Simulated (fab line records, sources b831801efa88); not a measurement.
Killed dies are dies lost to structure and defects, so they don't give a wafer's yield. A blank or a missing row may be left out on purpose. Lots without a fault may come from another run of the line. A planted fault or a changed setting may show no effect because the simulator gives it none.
Chamber matching | flow sky130 | SKY_CONTACT_ETCH_16 on rie_diel-01: 4 sister chambers
The step etches BARC in N2/H2, stops on SiO2, time 45.9 s, target depth 60 nm. 7 wafers are shown with their chamber, then 7 later ones without.

WAFERS WITH THEIR CHAMBER
wafer  | chamber | drypump_motor_current_A (A) | oes_product_au (a.u.)
L633.5 | 1       | 5.6                         | 0.853
L633.6 | 3       | 5.1                         | 0.845
L634.4 | 1       | 5.6                         | 0.854
L634.5 | 0       | 6.0                         | 0.852
L634.6 | 3       | 5.1                         | 0.846
L636.1 | 0       | 5.9                         | 0.849
L636.2 | 2       | 5.4                         | 0.859

WAFERS WITHOUT THEIR CHAMBER
wafer  | drypump_motor_current_A (A) | oes_product_au (a.u.)
L636.3 | 5.1                         | 0.853
L638.1 | 5.4                         | 0.856
L638.2 | 5.6                         | 0.852
L638.6 | 5.4                         | 0.854
L643.3 | 5.6                         | 0.854
L643.4 | 5.9                         | 0.856
L643.6 | 5.9                         | 0.850

WHICH CHAMBER EACH WENT THROUGH
wafer  | from the rows above     | in truth
L636.3 | 3                       | 3
L638.1 | 2                       | 2
L638.2 | 1                       | 1
L638.6 | can't be placed: 2 or 1 | 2
L643.3 | 1                       | 1
L643.4 | 0                       | 0
L643.6 | 0                       | 0
Placed correctly: 6 of 7. Can't be placed from these rows: 1 (the true chamber is among the candidates in 1). Placed wrongly: 0.
How it was worked out, from the rows above alone: a wafer's distance from a chamber is the root of the sum, over the readings, of the square of ((its reading less the chamber's mean) divided by the reading's scatter). The wafer belongs to the nearest chamber; if the next one is less than 2 further off, it can't be placed. A chamber's mean is the mean of its shown wafers. The scatter: the root of (the sum of the squares of (reading less its chamber's mean) over the shown wafers, divided by (wafers less chambers)).
